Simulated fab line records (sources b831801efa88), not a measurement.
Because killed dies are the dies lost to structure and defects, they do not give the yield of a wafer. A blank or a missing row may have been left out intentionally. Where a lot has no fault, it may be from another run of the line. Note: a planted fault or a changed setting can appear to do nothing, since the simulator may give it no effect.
fab line records    flow sky130
record: lots: 6  wafers: 18  lastDay: 50
route steps=708 shown LDD_P@263 LDD_HVN@267 PAD_OPEN@708
lots with no fault: from the same line, run without faults
startH: the number of hours between the record's first day and the start of the first shown wafer of the lot    waitH: hours since the lot's step before    " unchanged from the row above    L1.1+2: a single row standing in for several wafers    - no value present, or no start provided    * or withheld: withheld    < > ~ a bound
route shown NAME@n: a module of which the file shows steps, and the number in the route of the first    usual: mean/standard deviation taken from wafers without a fault    same: alike in all rows    chamber/n: place in a boat    sites: the reading at each site    _std_site: the standard deviation of these    _edge_site: the outer-site mean with the inner-site mean subtracted    radiusMm: how far each site lies from the wafer's centre    mask NAME#n: copy n    behind: the most recent tool/chamber to have shaped the wafer    hold: reason for holding the lot/hours on hold/outcome of the hold    device: which transistor (n, p or np) failed to switch    end of line: tests of these same wafers at the route's end    a step given without rows: its recipe and nothing more    killed: not the wafer's yield, but the dies lost to structure and defects at the first sort    map: dies across one wafer; x = killed, . = not, _ = none there
set.NAME: the setting that was run; set.NAME@STEP: the one run at that earlier step    model.NAME: the simulator's own value behind a step, which no gauge read
certain route steps with their lots: each step a table, each wafer a row
services: a tool's chamber out of use, with start hour (startH, from the record's first day; less than 0 if before it), hours out, and reason
== steps ==
step: SKY_LDD_P_OVL_MEAS_08
usual: LDD_P_OVL: -1.1/1.3
lot.wafer  tool        chamber  startH  waitH  LDD_P_OVL[nm]
L585.1     overlay-01  -        457.19  0.1    -0.7
L585.5     "           -        "       "      1.3
L585.6     "           -        "       "      1.9
L592.1     overlay-01  -        517.83  0.1    -0.4
L592.3     "           -        "       "      -1.5
L592.4     "           -        "       "      -1.4
L595.2     overlay-02  -        545.24  0.1    -3.1
L595.4     "           -        "       "      -2.0
L595.6     "           -        "       "      -1.3
L599.2     overlay-01  -        580.29  0.1    -0.9
L599.3     "           -        "       "      -0.9
L599.6     "           -        "       "      -2.2
L604.1     overlay-01  -        619.84  0.1    -1.4
L604.3     "           -        "       "      -0.2
L604.5     "           -        "       "      -0.9
L605.2     overlay-02  -        631.09  0.1    -0.3
L605.3     "           -        "       "      0.3
L605.5     "           -        "       "      -0.8
step: SKY_LDD_P_IMPLANT_09
recipe: species: BF2  energyKev: 25  doseCm2: 1e+13  tiltDeg: withheld
step: SKY_LDD_P_STRIP_10
recipe: chemistry: O2/N2  powerW: 1400  pressureMtorr: 1500  platenTempC: withheld  o2FlowSccm: 3000  n2FlowSccm: 300  overashFraction: 0.5
usual: drypumpMotorCurrentA: 5.7/0.43  oesProductAu: 0.716/0.0047  stripTimeToEndpointS: 14.17/0.043
lot.wafer  tool            chamber  startH  waitH  drypumpMotorCurrentA  oesProductAu  rfHoursCounterH  stripTimeToEndpointS
L585.1     plasmaAsher-02  0        457.37  0.1    5.8                   0.713         3                14.18
L585.5     "               1        "       "      4.9                   0.725         -                14.20
L585.6     "               0        "       "      5.9                   0.714         -                14.14
L592.1     plasmaAsher-02  1        518.02  0.1    4.9                   0.717         9                14.13
L592.3     "               1        "       "      4.9                   0.724         -                14.13
L592.4     "               0        "       "      5.8                   0.722         -                14.08
L595.2     plasmaAsher-02  1        545.42  0.1    4.9                   0.711         12               14.16
L595.4     "               1        "       "      4.9                   0.722         -                14.15
L595.6     "               0        "       "      5.8                   0.713         -                14.13
L599.2     plasmaAsher-03  0        580.47  0.1    5.5                   0.722         74               14.14
L599.3     "               1        "       "      5.9                   0.721         -                14.13
L599.6     "               0        "       "      5.6                   0.715         -                14.18
L604.1     plasmaAsher-04  0        620.02  0.1    6.1                   0.712         84               14.13
L604.3     "               0        "       "      6.1                   0.715         -                14.12
L604.5     "               0        "       "      6.1                   0.711         -                14.08
L605.2     plasmaAsher-02  1        631.27  0.1    4.9                   0.726         21               14.22
L605.3     "               1        "       "      4.9                   0.711         -                14.21
L605.5     "               0        "       "      5.8                   0.721         -                14.22
step: SKY_LDD_P_TW_MEAS_11
usual: LDD_P_TW: 638/4.8
lot.wafer  tool          chamber  startH  waitH  LDD_P_TW
L585.1     filmMetro-03  -        457.47  0.1    632
L585.5     "             -        "       "      637
L585.6     "             -        "       "      635
L592.1     filmMetro-01  -        518.12  0.1    642
L592.3     "             -        "       "      641
L592.4     "             -        "       "      642
L595.2     filmMetro-01  -        545.53  0.1    647
L595.4     "             -        "       "      645
L595.6     "             -        "       "      646
L599.2     filmMetro-03  -        580.58  0.1    636
L599.3     "             -        "       "      630
L599.6     "             -        "       "      634
L604.1     filmMetro-04  -        620.12  0.1    636
L604.3     "             -        "       "      636
L604.5     "             -        "       "      636
L605.2     filmMetro-03  -        631.38  0.1    630
L605.3     "             -        "       "      632
L605.5     "             -        "       "      629
step: SKY_LDD_HVN_DEHYDRATE_00
recipe: tempC: 200  timeS: 60
step: SKY_LDD_HVN_HMDS_01
recipe: primeTimeS: 60  primeTempC: 120
step: SKY_LDD_HVN_COAT_02
recipe: resist: NOVOLAK  spinRpm: 3000  resistThkNm: 300
step: SKY_LDD_HVN_SOFTBAKE_03
recipe: tempC: 90  timeS: 60  resist: NOVOLAK
step: SKY_LDD_HVN_EXPOSE_04
recipe: maskId: HVNTM  na: 0.6  sourceShape: conventional  sigmaOuter: 0.6  polarization: unpolarized  targetCdNm: 700  doseMj: 127
step: SKY_LDD_HVN_PEB_05
recipe: tempC: withheld  timeS: *  resist: NOVOLAK
step: SKY_LDD_HVN_DEVELOP_06
recipe: resist: NOVOLAK  developer: TMAH  developTimeS: 60  devTempC: 23
step: SKY_LDD_HVN_OVL_MEAS_07
usual: LDD_HVN_OVL: 0.4/1.8
lot.wafer  tool        chamber  startH  waitH  LDD_HVN_OVL[nm]
L585.1     overlay-01  -        488.41  0.1    -0.3
L585.5     "           -        "       "      0.0
L585.6     "           -        "       "      1.7
L592.1     overlay-01  -        547.67  0.1    2.0
L592.3     "           -        "       "      3.0
L592.4     "           -        "       "      1.8
L595.2     overlay-01  -        575.26  0.1    1.2
L595.4     "           -        "       "      0.6
L595.6     "           -        "       "      -0.2
L599.2     overlay-02  -        610.32  0.1    2.2
L599.3     "           -        "       "      4.4
L599.6     "           -        "       "      2.4
L604.1     overlay-02  -        648.96  0.1    2.0
L604.3     "           -        "       "      0.4
L604.5     "           -        "       "      0.5
L605.2     overlay-02  -        660.82  0.1    1.1
L605.3     "           -        "       "      1.5
L605.5     "           -        "       "      1.3
step: SKY_LDD_HVN_IMPLANT_08
recipe: species: P  energyKev: 60  doseCm2: 3e+13  tiltDeg: 40
usual: beamEnergyKeV: 59.995/0.019
lot.wafer  tool          chamber  startH  waitH  beamEnergyKeV  model.implant.rpNm  model.implant.drpNm
L585.1     implanter-04  0        488.45  0.0    59.992         55.38               28.15
L585.5     "             0        "       "      59.995         55.38               28.15
L585.6     "             0        "       "      60.007         55.38               28.15
L592.1     implanter-04  0        547.70  0.0    40.887         38.39               20.3
L592.3     "             0        "       "      40.863         38.39               20.3
L592.4     "             0        "       "      40.899         38.39               20.3
L595.2     implanter-04  0        575.31  0.0    40.881         37.35               20.3
L595.4     "             0        "       "      40.890         37.35               20.3
L595.6     "             0        "       "      40.882         37.35               20.3
L599.2     implanter-01  0        610.38  0.0    59.975         58.12               28.15
L599.3     "             0        "       "      59.965         58.12               28.15
L599.6     "             0        "       "      60.003         58.12               28.15
L604.1     implanter-02  0        649.00  0.0    60.014         54.69               28.15
L604.3     "             0        "       "      59.985         54.69               28.15
L604.5     "             0        "       "      59.991         54.69               28.15
L605.2     implanter-02  0        660.87  0.0    60.016         56                  28.15
L605.3     "             0        "       "      60.011         56                  28.15
L605.5     "             0        "       "      60.018         56                  28.15
step: SKY_LDD_HVN_STRIP_09
recipe: chemistry: O2/N2  powerW: 1400  pressureMtorr: 1500  platenTempC: withheld  o2FlowSccm: 3000  n2FlowSccm: 300  overashFraction: 0.5
usual: drypumpMotorCurrentA: 5.9/0.31  oesProductAu: 0.409/0.0046  stripTimeToEndpointS: 4.131/0.014
lot.wafer  tool            chamber  startH  waitH  drypumpMotorCurrentA  oesProductAu  rfHoursCounterH  stripTimeToEndpointS
L585.1     plasmaAsher-01  0        488.60  0.1    6.2                   0.407         39               4.131
L585.5     "               1        "       "      5.4                   0.413         -                4.135
L585.6     "               0        "       "      6.2                   0.400         -                4.141
L592.1     plasmaAsher-03  1        547.85  0.1    5.9                   0.411         72               4.140
L592.3     "               0        "       "      5.6                   0.402         -                4.161
L592.4     "               1        "       "      5.9                   0.409         -                4.117
L595.2     plasmaAsher-04  1        575.44  0.1    6.0                   0.412         80               4.126
L595.4     "               1        "       "      6.0                   0.406         -                4.125
L595.6     "               0        "       "      6.1                   0.401         -                4.127
L599.2     plasmaAsher-04  0        610.50  0.1    6.1                   0.408         83               4.149
L599.3     "               0        "       "      6.1                   0.416         -                4.157
L599.6     "               0        "       "      6.1                   0.412         -                4.158
L604.1     plasmaAsher-03  0        649.15  0.1    5.6                   0.406         81               4.135
L604.3     "               0        "       "      5.6                   0.404         -                4.107
L604.5     "               1        "       "      5.9                   0.417         -                4.135
L605.2     plasmaAsher-03  0        661.00  0.1    5.6                   0.396         82               4.136
L605.3     "               1        "       "      5.9                   0.413         -                4.135
L605.5     "               1        "       "      5.9                   0.407         -                4.128
step: SKY_LDD_HVN_TW_MEAS_10
usual: LDD_HVN_TW: 1446/15
lot.wafer  tool          chamber  startH  waitH  hold                     LDD_HVN_TW
L585.1     filmMetro-01  -        488.70  0.1    -                        1456
L585.5     "             -        "       "      -                        1455
L585.6     "             -        "       "      -                        1457
L592.1     filmMetro-03  -        547.95  0.1    awaitDispo/0.2h/release  1294
L592.3     "             -        "       "      awaitDispo/0.2h/release  1295
L592.4     "             -        "       "      awaitDispo/0.2h/release  1295
L592.1     filmMetro-03  -        548.18  0.2    -                        1302
L592.3     "             -        "       "      -                        1300
L592.4     "             -        "       "      -                        1303
L595.2     filmMetro-01  -        575.55  0.1    awaitDispo/0.2h/release  1323
L595.4     "             -        "       "      awaitDispo/0.2h/release  1320
L595.6     "             -        "       "      awaitDispo/0.2h/release  1319
L595.2     filmMetro-01  -        575.77  0.2    -                        1322
L595.4     "             -        "       "      -                        1318
L595.6     "             -        "       "      -                        1319
L599.2     filmMetro-03  -        610.61  0.1    -                        1427
L599.3     "             -        "       "      -                        1436
L599.6     "             -        "       "      -                        1435
L604.1     filmMetro-01  -        649.25  0.1    -                        1464
L604.3     "             -        "       "      -                        1473
L604.5     "             -        "       "      -                        1470
L605.2     filmMetro-01  -        661.11  0.1    -                        1457
L605.3     "             -        "       "      -                        1470
L605.5     "             -        "       "      -                        1464
step: SKY_PAD_OPEN_PROBE_99
usual: killed_at_M0_to_M3: 43/5.9  killed_at_M4_up: 2.9/1.5  killedAtContacts: 24/5  killedAtFrontEnd: 15/4.8  killedAtOther: 0.2/0.5  killedDies: 86/9.3  killedOpen: 47/7.1  killedShort: 38/6.3
same: grossDies: 492  killedAtBackSide: 0
lot.wafer  tool       chamber  startH   waitH  killed_at_M0_to_M3  killed_at_M4_up  killedAtContacts  killedAtFrontEnd  killedAtOther  killedDies  killedOpen  killedShort  model.etest.tip_n_5v.rsOhmSq  model.etest.nfetG5v0d10v5.rOnOhmUm  model.etest.nfetG5v0d10v5.driveUaUm  model.etest.ring_5v.delayPs  model.etest.nfetG5v0d10v5.vtSatV  model.etest.nfetG5v0d10v5.vtV
L585.1     prober-01  -        1098.03  0.1    35                  3                24                21                0              83          48          35           1399                          1858                                608.4                                44.21                        0.7618                            0.8226
L585.5     prober-01  -        1098.23  0.2    47                  3                30                17                0              97          48          49           1409                          1839                                610.4                                44.1                         0.7582                            0.819
L585.6     prober-01  -        1098.28  0.2    51                  2                27                19                1              100         50          50           1402                          1872                                603.2                                44.53                        0.7626                            0.8217
L592.1     prober-02  -        1136.48  0.1    31                  4                27                21                0              83          52          31           1667                          1974                                573.9                                45.01                        0.8165                            0.8624
L592.3     prober-02  -        1136.58  0.2    47                  3                28                11                0              89          46          43           1657                          1953                                576.8                                44.72                        0.8073                            0.8543
L592.4     prober-02  -        1136.63  0.2    36                  1                22                18                1              78          42          36           1664                          1991                                567                                  45.39                        0.8212                            0.868
L595.2     prober-01  -        1154.54  0.1    55                  4                28                19                0              106         65          41           1686                          1971                                577.5                                45.73                        0.8006                            0.8456
L595.4     prober-01  -        1154.64  0.2    43                  2                20                9                 0              74          38          36           1676                          1951                                578.1                                44.8                         0.8029                            0.8466
L595.6     prober-01  -        1154.74  0.2    45                  3                22                11                0              81          43          38           1696                          1959                                577.4                                45.19                        0.8057                            0.8498
L599.2     prober-01  -        1176.99  0.1    39                  7                21                9                 0              76          54          22           1368                          1864                                610                                  44.91                        0.7479                            0.8067
L599.3     prober-01  -        1177.04  0.2    48                  3                28                14                0              93          58          35           1365                          1878                                603.9                                45.11                        0.7669                            0.8261
L599.6     prober-01  -        1177.19  0.2    44                  4                18                16                0              82          47          35           1370                          1858                                615.3                                44.3                         0.7542                            0.8129
L604.1     prober-01  -        1197.46  0.1    40                  2                29                15                0              86          44          42           1388                          1907                                600.1                                44.76                        0.7673                            0.8256
L604.3     prober-01  -        1197.56  0.2    45                  4                28                14                0              91          51          40           1398                          1884                                601.6                                44.39                        0.7608                            0.8229
L604.5     prober-01  -        1197.66  0.2    33                  3                17                13                0              66          36          30           1394                          1885                                605.5                                44.58                        0.7563                            0.8151
L605.2     prober-02  -        1208.89  0.1    42                  4                26                19                0              91          55          36           1399                          1895                                602.3                                44.91                        0.76                              0.8172
L605.3     prober-02  -        1208.94  0.2    42                  2                31                16                0              91          47          44           1390                          1887                                605.6                                44.88                        0.7622                            0.8176
L605.5     prober-02  -        1209.04  0.2    41                  2                32                25                0              100         51          49           1391                          1837                                617.7                                44.33                        0.7605                            0.8166
killed by level:class
L585.1 VIA1:geometricParticle:open=9 FIELD_ISO:geometricParticle:open=8 LI_CONTACT:geometricParticle:open=8 CONTACT:geometricParticle:open=6 FIELD_ISO:geometricParticle:short=5 VIA3:geometricParticle:open=5 VIA3:geometricParticle:short=4 CONTACT:geometricParticle:short=4
L585.5 VIA1:geometricParticle:open=10 FIELD_ISO:geometricParticle:short=7 CONTACT:geometricParticle:open=7 LI_CONTACT:geometricParticle:open=7 CONTACT:geometricParticle:short=6 METAL2:geometricParticle:short=6 VIA3:geometricParticle:open=6 LOCAL_INTERCONNECT:geometricParticle:short=5
L585.6 LI_CONTACT:geometricParticle:open=11 METAL2:geometricParticle:short=11 VIA2:geometricParticle:open=9 VIA3:geometricParticle:open=9 CONTACT:geometricParticle:open=8 METAL3:geometricParticle:short=6 CONTACT:geometricParticle:short=5 FIELD_ISO:geometricParticle:open=4
L592.1 VIA1:geometricParticle:open=9 LI_CONTACT:geometricParticle:open=8 CONTACT:geometricParticle:open=7 CONTACT:geometricParticle:short=6 FIELD_ISO:geometricParticle:short=5 FIELD_ISO:geometricParticle:open=5 VIA2:geometricParticle:open=5 VIA3:geometricParticle:open=5
L592.3 CONTACT:geometricParticle:open=12 VIA1:geometricParticle:open=9 METAL1:geometricParticle:short=9 VIA3:geometricParticle:open=6 FIELD_ISO:geometricParticle:open=5 FIELD_ISO:geometricParticle:short=5 LOCAL_INTERCONNECT:geometricParticle:short=5 METAL3:geometricParticle:short=4
L592.4 LI_CONTACT:geometricParticle:open=7 VIA3:geometricParticle:open=7 CONTACT:geometricParticle:open=6 METAL1:geometricParticle:short=6 POLY_GATE:geometricParticle:short=5 LI_CONTACT:geometricParticle:short=5 VIA1:geometricParticle:open=5 VIA2:geometricParticle:open=5
L595.2 VIA1:geometricParticle:open=17 CONTACT:geometricParticle:open=15 VIA3:geometricParticle:open=9 VIA2:geometricParticle:open=8 FIELD_ISO:geometricParticle:open=7 METAL1:geometricParticle:short=7 CONTACT:geometricParticle:short=6 LOCAL_INTERCONNECT:geometricParticle:short=5
L595.4 VIA1:geometricParticle:open=15 CONTACT:geometricParticle:short=8 VIA3:geometricParticle:open=6 POLY_GATE:geometricParticle:short=4 LI_CONTACT:geometricParticle:open=4 METAL1:geometricParticle:short=4 VIA1:geometricParticle:short=4 VIA2:geometricParticle:open=4
L595.6 VIA1:geometricParticle:open=18 LI_CONTACT:geometricParticle:open=6 CONTACT:geometricParticle:open=6 VIA1:geometricParticle:short=5 VIA3:geometricParticle:short=4 METAL1:geometricParticle:short=4 LI_CONTACT:geometricParticle:short=4 CONTACT:geometricParticle:short=4
L599.2 VIA1:geometricParticle:open=12 VIA3:geometricParticle:open=9 CONTACT:geometricParticle:open=8 VIA2:geometricParticle:open=7 METAL4:geometricParticle:short=5 LI_CONTACT:geometricParticle:open=4 LOCAL_INTERCONNECT:geometricParticle:short=4 METAL1:geometricParticle:open=4
L599.3 VIA1:geometricParticle:open=12 CONTACT:geometricParticle:open=11 VIA2:geometricParticle:open=9 METAL1:geometricParticle:short=7 VIA3:geometricParticle:open=7 POLY_GATE:geometricParticle:open=6 METAL2:geometricParticle:short=5 LI_CONTACT:geometricParticle:open=5
L599.6 VIA1:geometricParticle:open=11 VIA3:geometricParticle:open=8 CONTACT:geometricParticle:open=6 FIELD_ISO:geometricParticle:short=5 LI_CONTACT:geometricParticle:open=5 METAL1:geometricParticle:short=5 METAL2:geometricParticle:short=5 FIELD_ISO:geometricParticle:open=4
L604.1 LI_CONTACT:geometricParticle:open=11 VIA3:geometricParticle:short=7 VIA2:geometricParticle:open=7 CONTACT:geometricParticle:open=5 LOCAL_INTERCONNECT:geometricParticle:short=5 METAL1:geometricParticle:short=5 VIA3:geometricParticle:open=5 VIA1:geometricParticle:open=4
L604.3 VIA1:geometricParticle:open=12 LI_CONTACT:geometricParticle:open=8 CONTACT:geometricParticle:short=8 VIA1:geometricParticle:short=7 VIA3:geometricParticle:open=7 VIA2:geometricParticle:open=6 CONTACT:geometricParticle:open=5 FIELD_ISO:geometricParticle:open=4
L604.5 VIA1:geometricParticle:open=7 CONTACT:geometricParticle:open=7 VIA3:geometricParticle:open=6 LI_CONTACT:geometricParticle:open=5 VIA3:geometricParticle:short=5 METAL1:geometricParticle:short=4 VIA1:geometricParticle:short=4 FIELD_ISO:geometricParticle:open=3
L605.2 CONTACT:geometricParticle:open=14 VIA1:geometricParticle:open=10 LI_CONTACT:geometricParticle:open=9 METAL2:geometricParticle:short=7 VIA2:geometricParticle:open=6 FIELD_ISO:geometricParticle:short=5 METAL1:geometricParticle:short=4 VIA3:geometricParticle:open=4
L605.3 CONTACT:geometricParticle:open=11 VIA1:geometricParticle:open=9 LI_CONTACT:geometricParticle:open=8 VIA1:geometricParticle:short=7 FIELD_ISO:geometricParticle:short=6 CONTACT:geometricParticle:short=5 METAL2:geometricParticle:short=5 LOCAL_INTERCONNECT:geometricParticle:short=4
L605.5 CONTACT:geometricParticle:open=11 METAL1:geometricParticle:short=10 VIA1:geometricParticle:open=9 LI_CONTACT:geometricParticle:open=8 FIELD_ISO:geometricParticle:open=7 POLY_GATE:geometricParticle:short=6 CONTACT:geometricParticle:short=6 METAL3:geometricParticle:short=5
== services ==
tool            chamber  startH  hours  kind
plasmaAsher-04  -        443.68  1.4    repair
plasmaAsher-04  -        482.46  13.5   repair
implanter-04    -        482.68  3.2    repair
implanter-01    -        499.36  3.4    pm
implanter-01    -        502.86  2.2    repair
implanter-04    -        535.16  2.0    repair
plasmaAsher-03  -        555.24  14.6   pm
implanter-04    -        566.28  3.4    pm
implanter-04    -        571.49  0.9    repair
implanter-02    -        630.95  1.0    repair
plasmaAsher-04  -        657.71  2.0    repair
== key ==
firstSign: step: SKY_LDD_HVN_IMPLANT_08  reading: beamEnergyKeV  direction: down  sigmas: 99+  usual: *  struck: *
effect: step: SKY_LDD_HVN_TW_MEAS_10  reading: visit  direction: added
effect: step: SKY_LDD_HVN_TW_MEAS_10  reading: LDD_HVN_TW  direction: down  sigmas: 9.3  usual: 1446  struck: 1307
modelEffect: step: SKY_LDD_HVN_IMPLANT_08  value: implant.rpNm  without: 55.68  struck: 37.87
modelEffect: step: SKY_PAD_OPEN_PROBE_99  value: etest.tip_n_5v.rsOhmSq  without: 1382  struck: 1674
metAt SKY_LDD_HVN_IMPLANT_08
struckWafers L592.1,L592.3,L592.4,L595.2,L595.4,L595.6
testerLeftOut L592,L595
onsetBetween 488.45 547.70
fault: kind: processParameterDrift  tool: implanter-04  chamber: -  onsetH: 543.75  steps: SKY_LDD_HVN_IMPLANT_08  channel: energyKev  offset: *  shape: step  endH: 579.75  actsIn: *  stated: *
testerLeftOut: of these lots the tester's yield and bins aren't shown, on N5 and GAA mostly nor the transistor test; their killed dies are dies lost to structure and defects alone, not to doping, threshold or leakage, so they don't give the yield
